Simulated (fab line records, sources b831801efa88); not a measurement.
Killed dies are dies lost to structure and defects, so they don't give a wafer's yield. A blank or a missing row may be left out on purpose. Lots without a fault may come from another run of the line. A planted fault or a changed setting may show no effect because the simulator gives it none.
fab line records | flow gf180mcu
record lots=6 wafers=18 last_day=34
route steps=602 shown HV_LDD@209
lots that met no fault: from a run of the same line without faults
start_h: hours from the record's first day to the start of the lot's first wafer shown | wait_h: hours since the lot's step before | " the same as in the row above | L1.1+2: a row that stands for several wafers | - no value, or no start given | * or withheld: withheld | < > ~ a bound
route shown NAME@n: a module of which the file shows steps, and the number in the route of the first | usual: mean/standard deviation of fault-free wafers | same: alike in all rows | chamber/n: place in a boat | sites: the reading at each site | _std_site: their standard deviation | _edge_site: outer sites' mean less inner sites' | radius_mm: how far each site lies from the wafer's centre | mask NAME#n: copy n | behind: the tool/chamber that last shaped the wafer | hold: why the lot was held/for how many hours/how that ended | device: the transistor (n, p or np) that didn't switch | end of line: the same wafers' tests at the end of the route | a step without rows: its recipe alone | killed: dies lost to structure and defects at the first sort, not the wafer's yield | map: a wafer's dies, x killed, . not, _ none there
set.NAME: the setting as run; set.NAME@STEP: as run at that earlier step | model.NAME: the simulator's own value behind a step, which no gauge read
lots at some steps of the route; a table a step, a row a wafer
services: from which hour (start_h, from the record's first day; less than 0 if before it) a tool's chamber was out of use, for how many hours, and why
## steps
# step GF_HV_LDD_IMPLANT_33
# recipe species=P energy_kev=60 dose_cm2=7.5e+12 tilt_deg=30 rotation_deg=0
# step GF_HV_LDD_IMPLANT_34
# recipe species=P energy_kev=60 dose_cm2=7.5e+12 tilt_deg=30 rotation_deg=90
# step GF_HV_LDD_IMPLANT_35
# recipe species=P energy_kev=60 dose_cm2=7.5e+12 tilt_deg=30 rotation_deg=180
# step GF_HV_LDD_IMPLANT_36
# recipe species=P energy_kev=60 dose_cm2=7.5e+12 tilt_deg=30 rotation_deg=270
# step GF_HV_LDD_STRIP_37
# recipe chemistry=O2/N2 power_w=1400 pressure_mtorr=1500 platen_temp_c=250 o2_flow_sccm=3000 n2_flow_sccm=300 overash_fraction=0.5
# usual drypump_motor_current_A=5.9/0.53 heater_power_w=326/31 oes_product_au=0.716/0.0047 strip_time_to_endpoint_s=12.62/0.036
# columns lot.wafer tool chamber start_h wait_h drypump_motor_current_A heater_power_w oes_product_au rf_hours_counter_h strip_time_to_endpoint_s
L630.2 plasma_asher-02 0 260.88 0.1 5.8 391 0.718 61 12.62
L630.4 " 1 " " 5.9 319 0.717 - 12.61
L630.5 " 1 " " 5.9 323 0.714 - 12.58
L640.2 plasma_asher-04 1 341.73 0.1 5.2 285 0.710 61 12.72
L640.3 " 0 " " 5.6 318 0.717 - 12.67
L640.4 " 1 " " 5.2 288 0.725 - 12.72
L641.2 plasma_asher-03 0 349.48 0.1 6.6 322 0.717 24 12.67
L641.4 " 1 " " 6.6 353 0.709 - 12.63
L641.6 " 1 " " 6.6 360 0.718 - 12.65
L647.1 plasma_asher-03 1 397.88 0.1 6.6 355 0.714 31 12.62
L647.3 " 1 " " 6.6 363 0.721 - 12.61
L647.4 " 0 " " 6.6 314 0.712 - 12.61
L651.1 plasma_asher-04 0 428.93 0.1 5.6 320 0.717 72 12.66
L651.2 " 1 " " 5.2 284 0.720 72 12.64
L651.3 " 0 " " 5.6 323 0.720 - 12.60
L652.2 plasma_asher-02 0 434.33 0.1 5.8 367 0.721 0 12.63
L652.4 " 1 " " 5.9 329 0.711 - 12.66
L652.6 " 0 " " 5.7 391 0.722 - 12.64
# step GF_HV_LDD_TW_MEAS_38
# usual HV_LDD_3_TW=1429/11
# columns lot.wafer tool chamber start_h wait_h HV_LDD_3_TW
L630.2 film_metro-02 - 260.99 0.1 1422
L630.4 " - " " 1426
L630.5 " - " " 1429
L640.2 film_metro-04 - 341.84 0.1 1422
L640.3 " - " " 1414
L640.4 " - " " 1420
L641.2 film_metro-02 - 349.63 0.1 1413
L641.4 " - " " 1413
L641.6 " - " " 1415
L647.1 film_metro-04 - 397.98 0.1 1432
L647.3 " - " " 1427
L647.4 " - " " 1420
L651.1 film_metro-02 - 429.03 0.1 1422
L651.2 " - " " 1423
L651.3 " - " " 1422
L652.2 film_metro-04 - 434.44 0.1 1426
L652.4 " - " " 1426
L652.6 " - " " 1421
# step GF_HV_LDD_DEHYDRATE_39
# recipe temp_c=200 time_s=60
# step GF_HV_LDD_HMDS_40
# recipe prime_time_s=60 prime_temp_c=120
# step GF_HV_LDD_COAT_41
# recipe resist=NOVOLAK spin_rpm=3000 resist_thk_nm=1000
# step GF_HV_LDD_SOFTBAKE_42
# recipe temp_c=90 time_s=60 resist=NOVOLAK
# step GF_HV_LDD_EXPOSE_43
# recipe mask_id=Pplus_HV_AREA target_cd_nm=400 na=0.6 source_shape=conventional sigma_outer=0.6 dose_mj=140
# step GF_HV_LDD_PEB_44
# recipe temp_c=withheld time_s=* resist=NOVOLAK
# step GF_HV_LDD_DEVELOP_45
# recipe develop_time_s=60 dev_temp_c=23
# usual chill_plate_temp_C=23.00/0.11 develop_time_s=60/0
# columns lot.wafer tool chamber start_h wait_h chill_plate_temp_C develop_time_s
L630.2 litho_track-04 0 279.98 0.1 23.03 60
L630.4 " 0 " " 22.84 60
L630.5 " 0 " " 23.06 60
L640.2 litho_track-01 - 363.05 0.1 - -
L640.3 " - " " - -
L640.4 " - " " - -
L641.2 litho_track-04 - 371.28 0.1 - -
L641.4 " - " " - -
L641.6 " - " " - -
L647.1 litho_track-04 0 421.56 0.1 23.21 60
L647.3 " 0 " " 23.20 60
L647.4 " 0 " " 23.10 60
L651.1 litho_track-04 0 452.71 0.1 23.07 60
L651.2 " 0 " " 22.90 60
L651.3 " 0 " " 23.00 60
L652.2 litho_track-01 0 457.40 0.1 23.03 60
L652.4 " 0 " " 23.19 60
L652.6 " 0 " " 23.03 60
# step GF_HV_LDD_CD_MEAS_46
# recipe target_cd_nm=400
# usual cd_nm=400.0/2.5
# columns lot.wafer tool chamber start_h wait_h cd_nm
L630.2 cd_sem-01 - 280.13 0.1 401.5
L630.4 " - " " 403.1
L630.5 " - " " 400.0
L640.2 cd_sem-01 - 363.19 0.1 -
L640.3 " - " " -
L640.4 " - " " -
L641.2 cd_sem-02 - 371.43 0.1 -
L641.4 " - " " -
L641.6 " - " " -
L647.1 cd_sem-01 - 421.71 0.1 394.0
L647.3 " - " " 396.5
L647.4 " - " " 395.5
L651.1 cd_sem-02 - 452.86 0.1 400.3
L651.2 " - " " 400.0
L651.3 " - " " 401.7
L652.2 cd_sem-01 - 457.59 0.2 401.2
L652.4 " - " " 400.8
L652.6 " - " " 398.9
## services
# columns tool chamber start_h hours kind
plasma_asher-03 - 262.77 1.6 repair
plasma_asher-04 - 271.22 2.1 repair
plasma_asher-02 - 273.46 0.5 repair
plasma_asher-02 - 280.70 3.7 repair
plasma_asher-02 - 287.67 0.7 repair
plasma_asher-02 - 293.76 6.3 repair
plasma_asher-02 - 310.68 89.9 repair
plasma_asher-03 - 331.76 7.5 repair
plasma_asher-04 - 357.53 0.8 repair
plasma_asher-02 - 421.25 9.0 pm
plasma_asher-02 0 421.25 9.0 vent_cycle
plasma_asher-02 1 421.25 9.0 vent_cycle
plasma_asher-02 0 430.25 - clean
plasma_asher-02 1 430.25 - clean
## key
first_sign step=GF_HV_LDD_DEVELOP_45 reading=tool_record direction=missing
effect none on later readings
met_at GF_HV_LDD_DEVELOP_45
struck_wafers L640.2,L640.3,L640.4,L641.2,L641.4,L641.6
later_rows_left_out L640.2,L640.3,L640.4,L641.2,L641.4,L641.6
sort_left_out L640.2,L640.3,L640.4,L641.2,L641.4,L641.6
tester_left_out L640,L641
onset_between 279.98 363.05
fault kind=skipped_step_whole tool=litho_track-01,litho_track-04 chamber=- onset_h=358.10 steps=GF_HV_LDD_DEVELOP_45 scope=struck_lots_only
# tester_left_out: of these lots the tester's yield and bins aren't shown, on N5 and GAA mostly nor the transistor test; their killed dies are dies lost to structure and defects alone, not to doping, threshold or leakage, so they don't give the yield
# sort_left_out: the simulated sort isn't trusted on such a fault, so these wafers' sort isn't shown, and their yield isn't known
# later_rows_left_out: the simulator's readings of these wafers behind a module that went badly wrong aren't trusted and aren't shown, but for the sort
